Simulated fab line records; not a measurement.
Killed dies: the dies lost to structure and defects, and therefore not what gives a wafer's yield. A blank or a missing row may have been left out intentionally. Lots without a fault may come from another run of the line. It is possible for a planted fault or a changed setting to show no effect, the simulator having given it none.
Which of the tools did it? | flow gf180mcu | 33 wafers sampled from 11 lots at 1 step of a route of 602

## WHAT THE GAUGES SHOWED, per wafer
GF_STI_THK_MEAS_02. Usual: for STI_OXIDATION_THK the level is 10.15 nm and the standard deviation is 0.2.
lot  | measured    | on            | STI_OXIDATION_THK (nm) | flag
L530 | day 1 16:31 | film_metro-03 | 10.19 10.18 10.16      |
L531 | day 1 21:32 | film_metro-04 | 9.75 9.91 9.99         |
L532 | day 2 02:35 | film_metro-02 | 10.24 9.93 9.92        |
L533 | day 2 08:20 | film_metro-03 | 9.86 10.22 10.10       |
L534 | day 2 12:54 | film_metro-02 | 10.25 10.33 10.34      |
L535 | day 2 17:31 | film_metro-03 | 10.54 10.44 10.39      |
L536 | day 2 22:31 | film_metro-02 | 10.26 10.11 10.13      |
L537 | day 3 05:34 | film_metro-02 | 10.67 10.63 10.52      |
L538 | day 3 10:23 | film_metro-02 | 10.32 10.45 10.32      |
L551 | day 6 02:19 | film_metro-02 | 10.06 10.03 10.10      |
L552 | day 6 06:32 | film_metro-03 | 10.07 10.02 10.33      |

## WHAT TOOL EACH LOT RAN ON (gives the tool, then ch and the chambers of the sampled wafers, and finally the start)
There is no process step in the record ahead of these readings.

## AS READ BY THE TOOLS THEMSELVES (means over the sampled wafers that have a number; for cases with no such wafer, the mark the record gives instead)
The record holds no such reading with a usual standard deviation.

## THE ANSWER, worked out from the rows above alone
Rule: a lot counts as off when the mean over its wafers that have a number is more than 3 standard deviations away from the usual mean. Also off: a lot with no number at a reading for which 4 or more lots have one. The other lots that the step has rows for count as sound. After the gauges, taken in route order, come the tools' own readings; for these a lot's mean is taken, as printed above. At the first step where some lot is off, the reading lying furthest off is the one used; lots without a number count as furthest.
Nothing can be told from this: no lot is off at any reading shown.

## WHAT THE SIMULATOR HAD INSERTED
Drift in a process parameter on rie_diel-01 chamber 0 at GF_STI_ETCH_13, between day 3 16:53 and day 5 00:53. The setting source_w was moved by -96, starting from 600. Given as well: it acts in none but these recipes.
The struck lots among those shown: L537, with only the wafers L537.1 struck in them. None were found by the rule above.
